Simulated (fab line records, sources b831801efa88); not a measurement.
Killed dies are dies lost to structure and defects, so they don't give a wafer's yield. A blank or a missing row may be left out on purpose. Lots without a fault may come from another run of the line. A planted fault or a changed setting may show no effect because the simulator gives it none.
A struck lot beside a sound one | flow sky130 | 15 steps out of a route of 708
Sound: wafers L752.2, L752.4, L752.5. Struck: wafer L744.2. (L744.6 of the same lot was not struck and is left out.) The cause comes at the end.
At each step with rows: each side's tool, then ch and its chambers, then its first start. Under that, the readings that differ: sound wafers | struck wafers | difference of the means | sigmas: that difference in standard deviations of wafers without a fault.
alike: readings whose means differ by less than 2 such deviations, and words and numbers that are the same on both sides. not compared: withheld readings, readings that some wafer has no value for, bounds like >300 that may hide the same value, and numbers for which the record gives no deviation and whose values overlap.
The two part at a step that has a row with sigmas, a row that says differs or no value, or rows on one side only. Numbers that don't overlap but have no deviation are shown without sigmas and don't part them. A reading that every wafer of one side lacks parts them only if that side has two wafers or more.

first, 8 steps without rows for these wafers: SKY_POLY_GATE_DEHYDRATE_05 (time 60 s); SKY_POLY_GATE_HMDS_06 (prime time 60 s); SKY_POLY_GATE_COAT_07 (resist thk 110 nm); SKY_POLY_GATE_COAT_08 (resist thk 450 nm); SKY_POLY_GATE_SOFTBAKE_09 (time 90 s); SKY_POLY_GATE_EXPOSE_10 (exposes mask P1M, target cd 150 nm); SKY_POLY_GATE_PEB_11; SKY_POLY_GATE_DEVELOP_12 (develop time 60 s).
SKY_POLY_GATE_CD_MEAS_13: target cd 150 nm.
  sound on cd_sem-01, day 23 02:23; struck on cd_sem-02, day 20 08:50
  reading    | sound             | struck | difference | sigmas
  cd_nm (nm) | 148.1 148.8 147.9 | 150.9  | +2.6       | +2
SKY_POLY_GATE_OVL_MEAS_14:
  sound on overlay-01, day 23 02:29; struck on overlay-02, day 20 08:56
  alike: POLY_GATE_OVL
SKY_POLY_GATE_ETCH_15: etches BARC in N2/H2, stops on SiO2, time 118.5 s, target depth 110 nm.
  sound on rie_diel-01 ch 2,3, day 23 02:31; struck on rie_diel-04 ch 1, day 20 08:58
  alike: drypump_motor_current_A, oes_product_au, throttle_valve_pct
  not compared: rf_hours_counter_h
SKY_POLY_GATE_ETCH_16: etches Si3N4 in CH3F/O2, stops on poly-Si, time 147.5 s, target depth 75 nm.
  sound on rie_diel-01 ch 2,3, day 23 02:36; struck on rie_diel-04 ch 1, day 20 09:03
  alike: drypump_motor_current_A, oes_product_au, throttle_valve_pct
  not compared: rf_hours_counter_h
SKY_POLY_GATE_ETCH_17: etches poly-Si in HBr/Cl2, stops on SiO2, target depth 180 nm, time 70.5 s.
  sound on rie_si-02 ch 0,2,3, day 23 02:42; struck on rie_si-01 ch 1, day 20 09:09
  reading                                          | sound             | struck | difference | sigmas
  oes_product_au (a.u.)                            | 0.996 0.992 0.973 | 0.743  | -0.244     | -33
  model.etch.depth_nm (nm)                         | 180.4 179.3 174.9 | 116.7  | -61.5      |
  model.POLY_GATE.feature_depth_nm (nm)            | 180.4 179.3 174.9 | 116.7  | -61.5      |
  model.KrF-thick_of_POLY_GATE_COAT_08.thk_nm (nm) | 135.6 136.3 140.4 | 171.2  | +33.8      |
  alike: drypump_motor_current_A, throttle_valve_pct
  not compared: rf_hours_counter_h
SKY_POLY_GATE_STRIP_18: strips in O2/N2.
  sound on plasma_asher-03 ch 0,1, day 23 02:45; struck on plasma_asher-02 ch 1, day 20 09:12
  reading                      | sound             | struck | difference | sigmas
  oes_product_au (a.u.)        | 0.359 0.356 0.362 | 0.373  | +0.014     | +3
  strip_time_to_endpoint_s (s) | 3.10 3.14 3.16    | 3.51   | +0.38      | +8
  alike: drypump_motor_current_A
  not compared: rf_hours_counter_h
then, 1 step without rows for these wafers: SKY_POLY_GATE_CLEAN_19 (cleans in SC1/SC2, time 150 s).

WHERE THEY PART
First at SKY_POLY_GATE_CD_MEAS_13; last, within this record, at SKY_POLY_GATE_STRIP_18.

WHY: what the simulator had put in
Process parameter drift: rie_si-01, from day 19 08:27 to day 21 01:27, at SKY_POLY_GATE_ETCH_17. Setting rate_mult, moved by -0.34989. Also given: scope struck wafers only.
